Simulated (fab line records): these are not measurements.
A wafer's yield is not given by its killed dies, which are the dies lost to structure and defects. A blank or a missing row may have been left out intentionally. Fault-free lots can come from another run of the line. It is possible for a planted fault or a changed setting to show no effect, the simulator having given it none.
Which tool is to blame?	flow sky130	Sampling: 6 lots, 18 wafers, 4 of 708 route steps

WHAT EACH GAUGE READ, for each wafer
SKY_NWELL_OVL_MEAS_23.
lot	measured	on	NWELL_01_OVL (nm)
L853	day 6 09:22	overlay-02	-1.1 -1.7 -2.6
L855	day 6 16:11	overlay-02	-0.6 -1.7 -1.9
L859	day 7 14:03	overlay-02	95.0 95.0 95.4
L862	day 8 02:32	overlay-01	91.9 92.3 93.6
L866	day 9 08:56	overlay-02	94.0 95.8 95.0
L872	day 10 19:38	overlay-02	-3.0 -1.8 -2.0

EACH LOT AND THE TOOL THAT RAN IT (in order: tool; ch and the chambers of the sampled wafers; start)
lot	SKY_FIELD_ISO_ETCH_14	SKY_PWDE_STRIP_09	SKY_NWELL_EXPOSE_20
L853	rie-diel-01 ch 1,2,3, day 2 19:49	plasma-asher-01 ch 0,1, day 4 19:13	iline-stepper-02 ch 0, day 6 00:41
L855	rie-diel-04 ch 0,2,3, day 3 03:21	plasma-asher-02 ch 0,1, day 5 01:47	iline-stepper-01 ch 0, day 6 06:58
L859	rie-diel-04 ch 0,2, day 4 00:16	plasma-asher-01 ch 0,1, day 6 00:11	iline-stepper-01 ch 0, day 7 04:50
L862	rie-diel-02 ch 0,1, day 4 17:10	plasma-asher-01 ch 0,1, day 6 11:58	iline-stepper-01 ch 0, day 7 16:12
L866	rie-diel-04 ch 1,3, day 5 14:37	plasma-asher-02 ch 0,1, day 7 15:27	iline-stepper-01 ch 0, day 8 23:34
L872	rie-diel-04 ch 0,2,3, day 6 18:46	plasma-asher-02 ch 0,1, day 8 21:46	iline-stepper-02 ch 0, day 10 07:32
- SKY_FIELD_ISO_ETCH_14: etches BARC in N2/H2, stops on SiO2, time 45.9 s, target depth 60 nm.
- SKY_PWDE_STRIP_09: strips in O2/N2.
- SKY_NWELL_EXPOSE_20: exposes mask NWM COMPLEMENT, target cd 840 nm.

THE ANSWER, worked out from the rows above alone
Rule: the usual values come from the lots themselves. The widest of any qualifying gaps counts: lots, ordered by their means at a reading, are off when they make up no more than a third of the lots, leave a main group of 4 or more, and stand apart from it by 3 or more times the standard deviation of that group's means. Not used: any main group whose means are identical at the precision the tables above print for the reading. Also off: a lot with no number at a reading for which 4 or more lots have one. All remaining lots with rows at the step are treated as sound.
No lot is off on any of the readings shown, so nothing can be concluded from this.

WHAT THE SIMULATOR HAD PUT IN
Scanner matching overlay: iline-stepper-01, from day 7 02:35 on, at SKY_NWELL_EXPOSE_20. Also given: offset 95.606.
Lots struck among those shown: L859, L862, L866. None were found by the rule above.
